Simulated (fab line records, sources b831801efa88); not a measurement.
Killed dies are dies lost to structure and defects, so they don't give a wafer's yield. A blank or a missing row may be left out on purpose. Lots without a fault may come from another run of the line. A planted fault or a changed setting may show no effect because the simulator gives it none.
A struck lot beside a sound one | flow sky130 | 16 steps out of a route of 708
Sound: wafers L238.2, L238.3, L238.6. Struck: wafers L247.1, L247.3, L247.5. The cause comes at the end.
At each step with rows: each side's tool, then ch and its chambers, then its first start. Under that, the readings that differ: sound wafers | struck wafers | difference of the means | sigmas: that difference in standard deviations of wafers without a fault.
alike: readings whose means differ by less than 2 such deviations, and words and numbers that are the same on both sides. not compared: withheld readings, readings that some wafer has no value for, bounds like >300 that may hide the same value, and numbers for which the record gives no deviation and whose values overlap.
The two part at a step that has a row with sigmas, a row that says differs or no value, or rows on one side only. Numbers that don't overlap but have no deviation are shown without sigmas and don't part them. A reading that every wafer of one side lacks parts them only if that side has two wafers or more.

SKY_SD_N_OVL_MEAS_08:
  sound on overlay-01, day 29 16:25; struck on overlay-01, day 32 09:38
  alike: SD_N_OVL
then, 2 steps without rows for these wafers: SKY_SD_N_IMPLANT_09; SKY_SD_N_IMPLANT_10.
SKY_SD_N_STRIP_11: strips in O2/N2.
  sound on plasma_asher-02 ch 0,1, day 29 16:52; struck on plasma_asher-04 ch 0,1, day 32 09:58
  alike: drypump_motor_current_A, oes_product_au, strip_time_to_endpoint_s
  not compared: rf_hours_counter_h
SKY_SD_N_TW_MEAS_12:
  sound on film_metro-02, day 29 16:59; struck on film_metro-01, day 32 10:04
  reading | sound          | struck         | difference | sigmas
  SD_N_TW | 3948 3966 3952 | 4055 4048 4022 | +86        | +2
then, 1 step without rows for these wafers: SKY_SD_N_CLEAN_13 (cleans in SC1/SC2, time 150 s).
SKY_SD_N_RTA_14: time 2 s.
  sound on rtp_anneal-02 ch 0, day 29 17:06; struck on rtp_anneal-01 ch 0, day 32 10:11
  alike: lamp_power_pct, wafer_temp_C_max
SKY_SD_N_RS_MEAS_16: measures by four-point-probe.
  sound on film_metro-01, day 29 17:17; struck on film_metro-02, day 32 10:22
  alike: SD_N_RS
SKY_SD_N_RS_MEAS_17: measures by four-point-probe.
  sound on film_metro-01, day 29 17:24; struck on film_metro-02, day 32 10:29
  alike: SD_P_RS
SKY_SD_N_RS_MEAS_18: measures by four-point-probe.
  sound on film_metro-01, day 29 17:31; struck on film_metro-02, day 32 10:36
  reading               | sound             | struck            | difference | sigmas
  RES_XHIGH_RS (ohm/sq) | 330.5 332.3 330.9 | 335.1 333.9 333.8 | +3.0       | +3
then, 1 step without rows for these wafers: SKY_SALICIDE_CLEAN_00 (cleans in HF-last, time 30 s).
SKY_LI_CONTACT_HDPCVD_00: deposits PSG, target thk 930 nm, time 155 s.
  sound on hdpcvd-01 ch 0,1,2, day 29 17:38; struck on hdpcvd-02 ch 0,1, day 32 10:44
  reading                                       | sound             | struck            | difference | sigmas
  sih4_flow_sccm (sccm)                         | 59.52 60.06 59.79 | 72.01 72.22 72.06 | +12.31     | +68
  model.PSG_of_LI_CONTACT_HDPCVD_00.thk_nm (nm) | 942.2 944.7 933   | 1109 1119 1114    | +174       |
SKY_LI_CONTACT_THK_MEAS_01:
  sound on film_metro-01, day 29 17:45; struck on film_metro-01, day 32 10:50
  reading                    | sound       | struck         | difference | sigmas
  LI_CONTACT_HDPCVD_THK (nm) | 942 945 933 | 1109 1118 1114 | +174       | +19
SKY_LI_CONTACT_CMP_02: polishes PSG.
  sound on cmp-02 ch 0,2, day 29 17:51; struck on cmp-02 ch 0,1,3, day 32 10:54
  reading                | sound    | struck   | difference | sigmas
  time_to_endpoint_s (s) | 38 35 35 | 47 47 47 | +11        | +4
  alike: edge_zone_pressure_frac, motor_current_A
SKY_LI_CONTACT_BOW_MEAS_03:
  sound on film_metro-01, day 29 18:07; struck on film_metro-02, day 32 11:12
  alike: LI_CONTACT_BOW
-- the record jumps here: 17 days lie between the struck wafers' starts before and after (it left off in module LI_CONTACT and takes up again in module PAD_OPEN, whose first step shown is number 708 of the route) --
SKY_PAD_OPEN_PROBE_99:
  sound on prober-01, day 47 04:22; struck on prober-02, day 49 01:38
  reading            | sound    | struck   | difference | sigmas
  killed_at_M0_to_M3 | 36 45 45 | 57 61 56 | +16        | +2
  alike: killed_at_M4_up, killed_at_contacts, killed_at_front_end, killed_at_other, killed_dies, killed_on_rim, killed_open, killed_short

WHERE THEY PART
First at SKY_SD_N_TW_MEAS_12; last, within this record, at SKY_PAD_OPEN_PROBE_99.

WHY: what the simulator had put in
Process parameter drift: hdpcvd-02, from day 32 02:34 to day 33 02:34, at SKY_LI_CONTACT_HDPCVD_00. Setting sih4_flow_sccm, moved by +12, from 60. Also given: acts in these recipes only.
